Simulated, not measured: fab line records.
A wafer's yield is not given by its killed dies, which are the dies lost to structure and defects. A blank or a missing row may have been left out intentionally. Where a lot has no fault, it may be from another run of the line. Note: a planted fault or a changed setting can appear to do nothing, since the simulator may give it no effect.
A single fault, viewed from 2 desks -- flow sky130 -- numbers are kept per desk, each desk with only its own; the story behind them comes last

DESK OF THE TOOL OWNER: litho-track-03
The tool's own readings at SKY_LDD_LDN_HMDS_01 (prime time 60 s): means of the sampled wafers that have a number, for each lot that ran on this tool. If a lot's mean is further than 4 standard deviations from the usual mean, the lot is out of limits and carries the mark OUT (the distance appears in the brackets).
Columns: A = prime-temp-c at SKY_LDD_LDN_HMDS_01, usual 119.99 C
lot,first seen here,A
L366,day 21 15:16,120.09
L368,day 22 15:52,119.96
L369,day 23 00:50,120.04
L374,day 25 00:44,120.00
L375,day 25 14:58,121.27 (+9.1) OUT
L377,day 26 03:59,121.23 (+8.9) OUT
L385,day 28 17:47,119.85
This desk's verdict: out of limits on L375, L377, starting with L375 at day 25 14:58 (prime-temp-c at SKY_LDD_LDN_HMDS_01). Within limits: L366, L368, L369, L374, L385.

AT THE METROLOGY DESK
Means of the sampled wafers that have a number, per lot and without regard to the tool the lot ran on: this is what the gauges read. If a lot's mean is further than 4 standard deviations from the usual mean, the lot is out of limits and carries the mark OUT (the distance appears in the brackets).
Columns: A = METAL2_ALCU_THK at SKY_METAL2_THK_MEAS_06, usual 246.3 nm; B = VIA3_HDPCVD_THK at SKY_VIA3_THK_MEAS_01, usual 1639 nm; C = VIA3_BOW at SKY_VIA3_BOW_MEAS_03, usual 80 um
lot,first seen here,A,B,C
L366,day 33 15:50,244.2,1619,82
L368,day 34 13:10,248.3,1629,81
L369,day 34 20:17,247.8,1633,73
L370,day 35 05:32,250.2,1637,80
L374,day 36 12:10,239.5,1652,75
L375,day 37 01:55,248.1,1632,72
L376,day 37 10:54,249.4,1651,78
L377,day 37 13:57,247.9,1626,87
L378,day 37 21:55,246.3,1621,76
L379,day 38 01:19,245.9,1616,75
L385,day 39 19:04,248.5,1619,74
L386,day 40 00:01,246.6,1641,80
L387,day 40 05:07,244.9,1656,85
L389,day 42 06:25,249.7,1649,74
This desk's finding: nothing out of limits on any of the 14 lots.

PUT TOGETHER
The tool owner's desk had the chance to raise an alarm at day 25 14:58 on L375, L377.
Metrology desk: nothing out of limits seen.
The metrology desk holds a record of L375, L377, inside its limits.
Of the lots named, all ran SKY_LDD_LDN_HMDS_01 on litho-track-03.

WHAT THE SIMULATOR PUT IN
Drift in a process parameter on litho-track-03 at SKY_LDD_LDN_HMDS_01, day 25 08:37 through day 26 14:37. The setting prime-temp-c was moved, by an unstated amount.
Struck lots among those shown: L375, L377.
How many hours passed from the start of the fault until each desk's first out-of-limits reading: the tool owner's desk, 6.
